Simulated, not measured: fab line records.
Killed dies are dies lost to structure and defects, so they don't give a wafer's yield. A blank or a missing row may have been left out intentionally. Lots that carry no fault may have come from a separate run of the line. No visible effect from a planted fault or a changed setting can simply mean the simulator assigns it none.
Split-lot trial + flow sky130 + 5 lots, 23 wafers read, on a route of 708 steps

THE SPLIT
At SKY_LDD_N_SOFTBAKE_03 (time 60 s), the setting tempC was moved away from the recipe's 90 C on 10 of the 23 wafers read, by -3.4% to +3.8%. The other wafers ran this setting at the recipe's value.

FROM THE SPLIT TO THE READING: what the file shows between them, 2 steps
- SKY_LDD_N_EXPOSE_04: exposes mask NTM, target cd 840 nm
- SKY_LDD_N_PEB_05

THE READING
NOVOLAK_of_LDD_N_COAT_02.thkNm (the simulator's own value, which no gauge read), in nm, at SKY_LDD_N_DEVELOP_06 (develop time 60 s). The file does not state a usual value for it. Across the 13 wafers here that went through the recipe, the average is 299.8 nm and the standard deviation 1.2 nm.

| wafer  | tool, chamber at the split | tempC as run, C | against the recipe | NOVOLAK_of_LDD_N_COAT_02.thkNm, nm | against lot-mates on the recipe |
|--------|----------------------------|-----------------|--------------------|------------------------------------|---------------------------------|
| L076.2 | lithoTrack-01, 0           | 90              | recipe             | 299.4                              | -                               |
| L076.4 | lithoTrack-01, 0           | 90              | recipe             | 299                                | -                               |
| L076.5 | lithoTrack-01, 0           | 90              | recipe             | 300                                | -                               |
| L077.1 | lithoTrack-04, 0           | 90              | recipe             | 299.9                              | -                               |
| L077.2 | lithoTrack-04, 0           | 90              | recipe             | 301.6                              | -                               |
| L077.4 | lithoTrack-04, 0           | 87.3            | -3.0%              | 302.9                              | +2.1                            |
| L077.6 | lithoTrack-04, 0           | 87.3            | -3.0%              | 302.9                              | +2.1                            |
| L077.5 | lithoTrack-04, 0           | 87.3            | -3.0%              | 302                                | +1.2                            |
| L082.1 | lithoTrack-02, 0           | 86.92           | -3.4%              | 300.5                              | +2.2                            |
| L082.2 | lithoTrack-02, 0           | 90              | recipe             | 297.5                              | -                               |
| L082.3 | lithoTrack-02, 0           | 86.92           | -3.4%              | 301                                | +2.7                            |
| L082.4 | lithoTrack-02, 0           | 90              | recipe             | 298.8                              | -                               |
| L082.6 | lithoTrack-02, 0           | 90              | recipe             | 298.7                              | -                               |
| L083.1 | lithoTrack-01, 0           | 87.7            | -2.6%              | 300.7                              | +1.4                            |
| L083.2 | lithoTrack-01, 0           | 90              | recipe             | 299.2                              | -                               |
| L083.3 | lithoTrack-01, 0           | 87.7            | -2.6%              | 301.3                              | +2.1                            |
| L083.4 | lithoTrack-01, 0           | 87.7            | -2.6%              | 301.2                              | +1.9                            |
| L083.6 | lithoTrack-01, 0           | 90              | recipe             | 299.3                              | -                               |
| L084.1 | lithoTrack-02, 0           | 90              | recipe             | 301.2                              | -                               |
| L084.2 | lithoTrack-02, 0           | 93.45           | +3.8%              | 298.3                              | -3.1                            |
| L084.3 | lithoTrack-02, 0           | 90              | recipe             | 301.9                              | -                               |
| L084.5 | lithoTrack-02, 0           | 90              | recipe             | 301.1                              | -                               |
| L084.6 | lithoTrack-02, 0           | 93.45           | +3.8%              | 297.7                              | -3.7                            |

THE FIT
A straight line over all 23 wafers: NOVOLAK_of_LDD_N_COAT_02.thkNm changes by -0.541 nm for each +1% of tempC; r = -0.70; the points scatter about the line by 1.1 nm.
The same after taking each lot's own level away (the mean of its wafers on the recipe; 23 wafers): -0.757 nm for each +1%; r = -0.95; scatter 0.5 nm.
That fit puts the effect of the largest move of tempC on the reading at 2.9 nm.
The lots' own levels span 298.33 to 301.40 nm, that is 2.5 times the standard deviation above.
So the lot-to-lot level blurs the effect unless lot-mates are compared.
Check: with one of the wafers moved furthest among these (+3.8%) left out of the fit, the line predicts -3 nm for it against its lot-mates. Against them it came out at -3.1 nm.

OTHER SPLITS ON THESE WAFERS
These wafers also went through other splits before the reading. Each is held against what the fit with the lots' levels taken away leaves over:
| other split on the same wafers     | wafers away from the commonest value | r with NOVOLAK_of_LDD_N_COAT_02.thkNm (lot level and that fit taken away) |
|------------------------------------|--------------------------------------|---------------------------------------------------------------------------|
| SKY_GATE_OXIDE_SOFTBAKE_06 tempC   | 6                                    | -0.12                                                                     |
| SKY_RES_PROTECT_COAT_02 spinRpm    | 7                                    | +0.15                                                                     |
| SKY_POLY_GATE_CVD_03 pressureMtorr | 10                                   | -0.09                                                                     |
| SKY_POLY_GATE_EXPOSE_10 doseMj     | 6                                    | -0.24                                                                     |

THE FILE'S OWN FIT
NOVOLAK_of_LDD_N_COAT_02.thkNm changes by -0.748 nm for each +1% of tempC, r = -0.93.
